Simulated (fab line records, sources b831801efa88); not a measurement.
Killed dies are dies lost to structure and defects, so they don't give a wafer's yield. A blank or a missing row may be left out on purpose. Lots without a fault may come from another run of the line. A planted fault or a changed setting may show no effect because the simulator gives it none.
fab line records | flow sky130
record lots=11 wafers=33 last_day=46
route steps=708 shown SPACER@306 POLY_CUT@319 SD_P@329 LOCAL_INTERCONNECT@399 PAD_OPEN@708
lots that met no fault: from a run of the same line without faults
start_h: hours from the record's first day to the start of the lot's first wafer shown | wait_h: hours since the lot's step before | " the same as in the row above | L1.1+2: a row that stands for several wafers | - no value, or no start given | * or withheld: withheld | < > ~ a bound
route shown NAME@n: a module of which the file shows steps, and the number in the route of the first | usual: mean/standard deviation of fault-free wafers | same: alike in all rows | chamber/n: place in a boat | sites: the reading at each site | _std_site: their standard deviation | _edge_site: outer sites' mean less inner sites' | radius_mm: how far each site lies from the wafer's centre | mask NAME#n: copy n | behind: the tool/chamber that last shaped the wafer | hold: why the lot was held/for how many hours/how that ended | device: the transistor (n, p or np) that didn't switch | end of line: the same wafers' tests at the end of the route | a step without rows: its recipe alone | killed: dies lost to structure and defects at the first sort, not the wafer's yield | map: a wafer's dies, x killed, . not, _ none there
set.NAME: the setting as run; set.NAME@STEP: as run at that earlier step | model.NAME: the simulator's own value behind a step, which no gauge read
steps of the route over a sample of lots; a table a step, a row a wafer
services: from which hour (start_h, from the record's first day; less than 0 if before it) a tool's chamber was out of use, for how many hours, and why
## steps
# step SKY_SPACER_ETCHBACK_02
# recipe chemistry=CH3F/O2 target=Si3N4 stop_on=SiO2 source_w=400 bias_w=80 pressure_mtorr=25 ch3f_flow_sccm=40 O2_flow_sccm=30 time_s=46.7 target_depth_a=450
# usual drypump_motor_current_A=5.8/0.32 oes_product_au=0.857/0.0064 rf_fwd_power_W=395.6/1.6 throttle_valve_pct=10.562/0.0092
# same time_s=46.7
# columns lot.wafer tool chamber start_h wait_h drypump_motor_current_A oes_product_au rf_fwd_power_W rf_hours_counter_h throttle_valve_pct
L404.3 rie_diel-02 1 521.57 0.0 6.1 0.862 396.2 5 10.574
L404.4 " 2 " " 6.1 0.855 395.6 0 10.562
L404.6 " 2 " " 6.1 0.852 393.9 - 10.566
L405.2 rie_diel-02 3 536.34 0.0 6.0 0.854 397.3 14 10.556
L405.4 " 0 " " 6.0 0.857 393.8 71 10.563
L405.5 " 1 " " 6.1 0.860 393.3 - 10.563
L406.3 rie_diel-01 3 543.85 0.0 5.0 0.859 395.9 14 10.546
L406.5 " 2 " " 5.6 0.854 393.5 - 10.558
L406.6 " 1 " " 6.0 0.848 398.0 - 10.558
L407.1 rie_diel-02 0 551.36 0.1 6.0 0.851 395.0 71 10.574
L407.4 " 3 " " 6.0 0.851 396.7 14 10.566
L407.6 " 3 " " 6.0 0.851 396.7 - 10.563
L408.1 rie_diel-01 2 566.17 0.1 5.6 0.849 394.5 3 10.576
L408.3 " 3 " " 5.0 0.847 397.0 15 10.568
L408.4 " 1 " " 6.1 0.844 395.3 5 10.556
L409.1 rie_diel-03 1 575.46 0.1 5.7 0.864 395.8 10 10.582
L409.5 " 1 " " 5.7 0.852 396.7 - 10.579
L409.6 " 2 " " 5.3 0.857 396.9 - 10.562
L410.2 rie_diel-02 0 576.91 0.0 6.0 0.857 393.4 72 10.567
L410.3 " 3 " " 6.0 0.849 394.6 15 10.578
L410.5 " 0 " " 6.0 0.858 392.0 - 10.564
L414.2 rie_diel-02 2 623.71 0.0 6.1 0.854 395.7 2 10.558
L414.3 " 3 " " 6.0 0.856 398.5 16 10.572
L414.6 " 3 " " 6.0 0.847 397.4 - 10.576
L415.1 rie_diel-01 2 626.36 0.1 5.6 0.864 394.7 5 10.561
L415.5 " 2 " " 5.6 0.851 394.8 - 10.565
L415.6 " 1 " " 6.0 0.852 396.3 - 10.534
L416.1 rie_diel-02 1 633.73 0.1 6.1 0.851 396.4 8 10.558
L416.4 " 2 " " 6.1 0.860 395.4 2 10.567
L416.5 " 2 " " 6.1 0.855 395.3 - 10.557
L417.2 rie_diel-03 3 638.92 0.0 5.7 0.854 395.9 1 10.552
L417.3 " 0 " " 6.0 0.850 395.9 6 10.552
L417.6 " 2 " " 5.3 0.859 398.2 - 10.559
# step SKY_POLY_CUT_STRIP_12
# recipe chemistry=O2/N2 power_w=1400 pressure_mtorr=1500 platen_temp_c=withheld o2_flow_sccm=3000 n2_flow_sccm=300 overash_fraction=0.5
# usual drypump_motor_current_A=5.9/0.4 oes_product_au=0.452/0.0043 strip_time_to_endpoint_s=5.358/0.019
# columns lot.wafer tool chamber start_h wait_h drypump_motor_current_A oes_product_au rf_hours_counter_h strip_time_to_endpoint_s
L404.3 plasma_asher-04 0 552.27 0.1 5.9 0.461 - 5.357
L404.4 " 1 " " 6.4 0.454 - 5.360
L404.6 " 1 " " 6.4 0.451 - 5.357
L405.2 plasma_asher-02 0 566.22 0.0 5.4 0.452 79 5.352
L405.4 " 1 " " 6.3 0.451 - 5.349
L405.5 " 1 " " 6.3 0.448 - 5.367
L406.3 plasma_asher-02 1 573.37 0.1 6.2 0.452 - 5.345
L406.5 " 0 " " 5.4 0.454 - 5.373
L406.6 " 1 " " 6.2 0.456 - 5.365
L407.1 plasma_asher-03 0 581.34 0.0 6.1 0.451 44 5.341
L407.4 " 0 " " 6.1 0.441 - 5.338
L407.6 " 0 " " 6.1 0.447 - 5.354
L408.1 plasma_asher-02 1 595.76 0.0 6.2 0.446 82 5.389
L408.3 " 0 " " 5.4 0.444 - 5.413
L408.4 " 1 " " 6.2 0.461 - 5.391
L409.1 plasma_asher-03 0 604.96 0.0 6.1 0.458 46 5.358
L409.5 " 1 " " 5.5 0.459 - 5.345
L409.6 " 0 " " 6.1 0.456 - 5.361
L410.2 plasma_asher-02 1 606.48 0.0 6.2 0.459 83 5.363
L410.3 " 1 " " 6.2 0.455 - 5.370
L410.5 " 0 " " 5.4 0.455 - 5.352
L414.2 plasma_asher-02 0 652.76 0.0 5.4 0.444 86 5.349
L414.3 " 0 " " 5.4 0.454 - 5.359
L414.6 " 0 " " 5.4 0.456 - 5.338
L415.1 plasma_asher-02 0 655.11 0.0 5.4 0.455 86 5.364
L415.5 " 0 " " 5.4 0.456 - 5.346
L415.6 " 1 " " 6.2 0.450 - 5.387
L416.1 plasma_asher-04 0 662.19 0.0 5.9 0.451 22 5.369
L416.4 " 0 " " 5.9 0.454 - 5.357
L416.5 " 0 " " 5.9 0.460 - 5.344
L417.2 plasma_asher-02 0 667.46 0.0 5.4 0.450 87 5.386
L417.3 " 0 " " 5.4 0.455 - 5.376
L417.6 " 0 " " 5.4 0.453 - 5.375
# step SKY_SD_P_IMPLANT_09
# recipe species=BF2 energy_kev=20 dose_cm2=3e+15 tilt_deg=0
# usual implant_ion_amu=49/0
# columns lot.wafer tool chamber start_h wait_h implant_ion_amu
L404.3 implanter-02 0 581.90 0.1 49
L404.4 " 0 " " 49
L404.6 " 0 " " 49
L405.2 implanter-01 0 595.88 0.0 49
L405.4 " 0 " " 49
L405.5 " 0 " " 49
L406.3 implanter-01 0 602.65 0.1 49
L406.5 " 0 " " 49
L406.6 " 0 " " 49
L407.1 implanter-01 0 610.33 0.0 49
L407.4 " 0 " " 49
L407.6 " 0 " " 49
L408.1 implanter-01 0 624.71 0.0 49
L408.3 " 0 " " 49
L408.4 " 0 " " 49
L409.1 implanter-01 0 633.61 0.0 49
L409.5 " 0 " " 49
L409.6 " 0 " " 49
L410.2 implanter-01 0 635.57 0.0 49
L410.3 " 0 " " 49
L410.5 " 0 " " 49
L414.2 implanter-02 0 681.03 0.0 11
L414.3 " 0 " " 11
L414.6 " 0 " " 11
L415.1 implanter-02 0 683.28 0.0 11
L415.5 " 0 " " 11
L415.6 " 0 " " 11
L416.1 implanter-03 0 690.13 0.0 11
L416.4 " 0 " " 11
L416.5 " 0 " " 11
L417.2 implanter-03 0 694.87 0.0 11
L417.3 " 0 " " 11
L417.6 " 0 " " 11
# step SKY_SD_P_STRIP_10
# recipe chemistry=O2/N2 power_w=1400 pressure_mtorr=1500 platen_temp_c=withheld o2_flow_sccm=3000 n2_flow_sccm=300 overash_fraction=0.5
# usual drypump_motor_current_A=5.9/0.47 oes_product_au=0.618/0.0045 strip_time_to_endpoint_s=17.49/0.045
# columns lot.wafer tool chamber start_h wait_h drypump_motor_current_A oes_product_au rf_hours_counter_h strip_time_to_endpoint_s
L404.3 plasma_asher-02 0 582.03 0.1 5.3 0.617 - 17.47
L404.4 " 1 " " 6.2 0.621 - 17.43
L404.6 " 1 " " 6.2 0.619 - 17.48
L405.2 plasma_asher-01 0 596.01 0.1 6.8 0.613 84 17.54
L405.4 " 1 " " 5.7 0.612 - 17.55
L405.5 " 0 " " 6.7 0.617 - 17.55
L406.3 plasma_asher-02 1 602.78 0.1 6.2 0.618 - 17.49
L406.5 " 1 " " 6.2 0.615 - 17.49
L406.6 " 0 " " 5.4 0.622 - 17.49
L407.1 plasma_asher-02 1 610.48 0.1 6.2 0.613 84 17.45
L407.4 " 0 " " 5.4 0.618 - 17.42
L407.6 " 0 " " 5.4 0.614 - 17.44
L408.1 plasma_asher-03 0 624.86 0.1 6.2 0.619 48 17.43
L408.3 " 1 " " 5.5 0.611 - 17.47
L408.4 " 0 " " 6.1 0.625 - 17.47
L409.1 plasma_asher-03 0 633.76 0.1 6.1 0.616 50 17.46
L409.5 " 1 " " 5.5 0.614 - 17.46
L409.6 " 0 " " 6.1 0.611 - 17.39
L410.2 plasma_asher-01 1 635.70 0.1 5.7 0.621 88 17.40
L410.3 " 0 " " 6.7 0.623 - 17.47
L410.5 " 0 " " 6.7 0.615 - 17.45
L414.2 plasma_asher-02 0 681.16 0.1 5.4 0.605 89 18.13
L414.3 " 1 " " 6.2 0.597 - 18.15
L414.6 " 1 " " 6.2 0.598 - 18.18
L415.1 plasma_asher-01 0 683.43 0.1 6.7 0.596 93 18.19
L415.5 " 1 " " 5.7 0.604 - 18.18
L415.6 " 0 " " 6.7 0.604 - 18.27
L416.1 plasma_asher-01 0 690.28 0.1 6.7 0.601 94 18.10
L416.4 " 1 " " 5.7 0.599 - 18.12
L416.5 " 0 " " 6.7 0.603 - 18.11
L417.2 plasma_asher-02 0 695.00 0.1 5.4 0.602 90 18.11
L417.3 " 0 " " 5.4 0.607 - 18.19
L417.6 " 1 " " 6.2 0.609 - 18.19
# step SKY_SD_P_TW_MEAS_11
# usual SD_P_TW=2815/24
# columns lot.wafer tool chamber start_h wait_h hold SD_P_TW
L404.3 film_metro-04 - 582.12 0.1 - 2813
L404.4 " - " " - 2804
L404.6 " - " " - 2797
L405.2 film_metro-03 - 596.12 0.1 - 2847
L405.4 " - " " - 2852
L405.5 " - " " - 2864
L406.3 film_metro-04 - 602.87 0.1 - 2806
L406.5 " - " " - 2813
L406.6 " - " " - 2808
L407.1 film_metro-03 - 610.58 0.1 - 2834
L407.4 " - " " - 2833
L407.6 " - " " - 2844
L408.1 film_metro-03 - 624.96 0.1 - 2842
L408.3 " - " " - 2849
L408.4 " - " " - 2839
L409.1 film_metro-04 - 633.86 0.1 - 2820
L409.5 " - " " - 2816
L409.6 " - " " - 2832
L410.2 film_metro-03 - 635.81 0.1 - 2835
L410.3 " - " " - 2873
L410.5 " - " " - 2842
L414.2 film_metro-04 - 681.27 0.1 await_dispo/0.2h/release 2067
L414.3 " - " " await_dispo/0.2h/release 2070
L414.6 " - " " await_dispo/0.2h/release 2070
L414.2 film_metro-04 - 681.49 0.2 - 2074
L414.3 " - " " - 2076
L414.6 " - " " - 2079
L415.1 film_metro-04 - 683.53 0.1 await_dispo/0.2h/release 2078
L415.5 " - " " await_dispo/0.2h/release 2062
L415.6 " - " " await_dispo/0.2h/release 2084
L415.1 film_metro-04 - 683.76 0.2 - 2076
L415.5 " - " " - 2056
L415.6 " - " " - 2074
L416.1 film_metro-04 - 690.38 0.1 await_dispo/0.2h/release 2049
L416.4 " - " " await_dispo/0.2h/release 2068
L416.5 " - " " await_dispo/0.2h/release 2056
L416.1 film_metro-04 - 690.62 0.2 - 2067
L416.4 " - " " - 2064
L416.5 " - " " - 2063
L417.2 film_metro-04 - 695.11 0.1 await_dispo/0.2h/release 2061
L417.3 " - " " await_dispo/0.2h/release 2071
L417.6 " - " " await_dispo/0.2h/release 2076
L417.2 film_metro-04 - 695.33 0.2 - 2070
L417.3 " - " " - 2065
L417.6 " - " " - 2072
# step SKY_SD_N_RS_MEAS_17
# recipe thk_meas_gauge=four-point-probe
# usual SD_P_RS=147.0/0.36
# columns lot.wafer tool chamber start_h wait_h hold SD_P_RS[ohm/sq]
L404.3 film_metro-02 - 641.29 0.1 - 147.2
L404.4 " - " " - 147.1
L404.6 " - " " - 146.8
L405.2 film_metro-04 - 654.98 0.1 - 147.1
L405.4 " - " " - 147.3
L405.5 " - " " - 146.9
L406.3 film_metro-02 - 661.09 0.1 - 146.6
L406.5 " - " " - 146.8
L406.6 " - " " - 146.5
L407.1 film_metro-02 - 669.26 0.1 - 146.1
L407.4 " - " " - 146.3
L407.6 " - " " - 146.5
L408.1 film_metro-03 - 682.72 0.1 - 147.2
L408.3 " - " " - 147.6
L408.4 " - " " - 147.6
L409.1 film_metro-02 - 690.70 0.1 - 146.6
L409.5 " - " " - 147.0
L409.6 " - " " - 147.0
L410.2 film_metro-03 - 694.08 0.1 - 146.9
L410.3 " - " " - 146.7
L410.5 " - " " - 146.9
L414.2 film_metro-03 - 737.73 0.1 await_dispo/0.2h/release 52.1
L414.3 " - " " await_dispo/0.2h/release 52.0
L414.6 " - " " await_dispo/0.2h/release 52.0
L414.2 film_metro-03 - 738.02 0.3 - 52.0
L414.3 " - " " - 52.1
L414.6 " - " " - 52.0
L415.1 film_metro-03 - 738.90 0.1 await_dispo/0.2h/release 51.9
L415.5 " - " " await_dispo/0.2h/release 51.9
L415.6 " - " " await_dispo/0.2h/release 51.8
L415.1 film_metro-03 - 739.19 0.3 - 51.8
L415.5 " - " " - 52.0
L415.6 " - " " - 51.8
L416.1 film_metro-04 - 746.11 0.1 await_dispo/0.2h/release 52.1
L416.4 " - " " await_dispo/0.2h/release 52.0
L416.5 " - " " await_dispo/0.2h/release 52.0
L416.1 film_metro-04 - 746.40 0.3 - 52.2
L416.4 " - " " - 52.0
L416.5 " - " " - 52.1
L417.2 film_metro-02 - 750.48 0.1 await_dispo/0.2h/release 52.2
L417.3 " - " " await_dispo/0.2h/release 52.2
L417.6 " - " " await_dispo/0.2h/release 52.0
L417.2 film_metro-02 - 750.93 0.4 - 52.1
L417.3 " - " " - 52.1
L417.6 " - " " - 52.0
# step SKY_LOCAL_INTERCONNECT_OVL_MEAS_12
# usual LOCAL_INTERCONNECT_OVL=2/6.6
# columns lot.wafer tool chamber start_h wait_h LOCAL_INTERCONNECT_OVL[nm]
L404.3 overlay-02 - 700.09 0.1 4
L404.4 " - " " 7
L404.6 " - " " 8
L405.2 overlay-01 - 713.47 0.1 -16
L405.4 " - " " -4
L405.5 " - " " -1
L406.3 overlay-02 - 719.61 0.1 -5
L406.5 " - " " -6
L406.6 " - " " -1
L407.1 overlay-01 - 727.02 0.1 -2
L407.4 " - " " 6
L407.6 " - " " 6
L408.1 overlay-01 - 740.12 0.1 -5
L408.3 " - " " -7
L408.4 " - " " 5
L409.1 overlay-02 - 748.99 0.1 4
L409.5 " - " " -5
L409.6 " - " " 4
L410.2 overlay-01 - 750.85 0.1 3
L410.3 " - " " -6
L410.5 " - " " -5
# step SKY_PAD_OPEN_PROBE_99
# usual defect_limited_yield=82.2/1.9 killed_at_M0_to_M3=44/6.6 killed_at_M4_up=3.4/1.9 killed_at_contacts=25/5.6 killed_at_front_end=15/4.6 killed_at_other=0.3/0.6 killed_dies=88/9.5 killed_open=47/7.1 killed_short=40/6.4 sort_bin_3_pad_short=1.0/0.47 sort_bin_5_function=10.4/1.4 sort_bin_6_memory=6.4/1.1 sort_n_pass=404/9.5 sort_yield_pct=82.2/1.9
# same gross_dies=492 killed_at_back_side=0 sort_bin_4_leakage[%]=0 sort_bin_8_speed[%]=0
# columns lot.wafer tool chamber start_h wait_h defect_limited_yield[%] killed_at_M0_to_M3 killed_at_M4_up killed_at_contacts killed_at_front_end killed_at_other killed_dies killed_open killed_short sort_bin_3_pad_short[%] sort_bin_5_function[%] sort_bin_6_memory[%] sort_n_pass sort_yield_pct[%]
L406.3 prober-02 - 1085.81 0.2 79.3 53 3 31 15 0 102 54 47 1.2 12.4 7.1 390 79.3
L406.5 prober-02 - 1085.91 0.2 82.7 43 2 22 18 0 85 46 39 0.4 9.3 7.5 407 82.7
L406.6 prober-02 - 1085.96 0.2 80.5 43 4 36 13 0 96 56 39 1.0 9.8 8.7 396 80.5
# killed by level:class
L406.3 LI_CONTACT:geometric_particle:open=13 VIA1:geometric_particle:open=12 VIA2:geometric_particle:open=11 VIA1:geometric_particle:short=9 METAL2:geometric_particle:short=9 CONTACT:geometric_particle:open=7 FIELD_ISO:geometric_particle:short=4 SPACER:geometric_particle:short=4
L406.5 CONTACT:geometric_particle:open=10 VIA1:geometric_particle:open=9 METAL1:geometric_particle:short=7 LI_CONTACT:geometric_particle:open=7 SPACER:geometric_particle:short=6 FIELD_ISO:geometric_particle:open=5 METAL2:geometric_particle:short=4 VIA2:geometric_particle:open=4
L406.6 CONTACT:geometric_particle:open=14 LI_CONTACT:geometric_particle:open=12 VIA1:geometric_particle:open=8 METAL1:geometric_particle:short=6 METAL2:geometric_particle:short=6 VIA2:geometric_particle:open=5 LOCAL_INTERCONNECT:geometric_particle:short=5 VIA2:geometric_particle:short=5
## services
# columns tool chamber start_h hours kind
implanter-01 - 497.78 4.0 repair
rie_diel-01 - 498.52 1.2 repair
implanter-03 - 498.63 4.8 pm
implanter-02 - 509.12 2.5 pm
implanter-01 - 513.81 1.3 repair
plasma_asher-04 - 516.89 4.4 repair
implanter-01 - 521.66 0.6 repair
rie_diel-03 3 537.21 2.5 repair
rie_diel-01 0 540.45 11.4 repair
implanter-01 - 546.53 2.4 repair
rie_diel-01 3 548.88 5.6 repair
plasma_asher-02 - 555.92 4.4 repair
rie_diel-02 2 567.29 17.0 repair
rie_diel-02 - 581.61 0.6 repair
rie_diel-01 0 588.28 99.3 repair
implanter-01 - 599.89 0.6 repair
implanter-01 - 617.06 1.5 repair
plasma_asher-02 - 620.35 14.6 pm
rie_diel-01 3 624.61 8.8 repair
rie_diel-01 2 630.00 7.5 repair
rie_diel-01 - 655.10 2.8 pm
implanter-01 - 659.64 11.1 pm
implanter-02 - 667.74 4.2 repair
implanter-01 - 679.50 3.4 repair
## key
first_sign step=SKY_SD_P_IMPLANT_09 reading=implant_ion_amu direction=down sigmas=99+ usual=49 struck=11
effect step=SKY_SD_P_STRIP_10 reading=strip_time_to_endpoint_s direction=up sigmas=15 usual=* struck=*
effect step=SKY_SD_P_TW_MEAS_11 reading=visit direction=added
effect step=SKY_SD_P_TW_MEAS_11 reading=SD_P_TW direction=down sigmas=32 usual=2815 struck=2068
effect step=SKY_SD_N_RS_MEAS_17 reading=SD_P_RS direction=down sigmas=99+ usual=147.0 struck=52.0
met_at SKY_SD_P_IMPLANT_09
struck_lots L414,L415,L416,L417
scrapped_behind SKY_SD_N_RS_MEAS_17 L414.2,L414.3,L414.6,L415.1,L415.5,L415.6,L416.1,L416.4,L416.5,L417.2,L417.3,L417.6
not_acting_at SKY_SPACER_ETCHBACK_02,SKY_POLY_CUT_STRIP_12,SKY_LOCAL_INTERCONNECT_OVL_MEAS_12
onset_between 635.57 681.03
fault kind=wrong_recipe_download tool=implanter-01,implanter-02,implanter-03 chamber=- onset_h=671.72 steps=SKY_SD_P_IMPLANT_09 wrong_recipe.not_listed=1
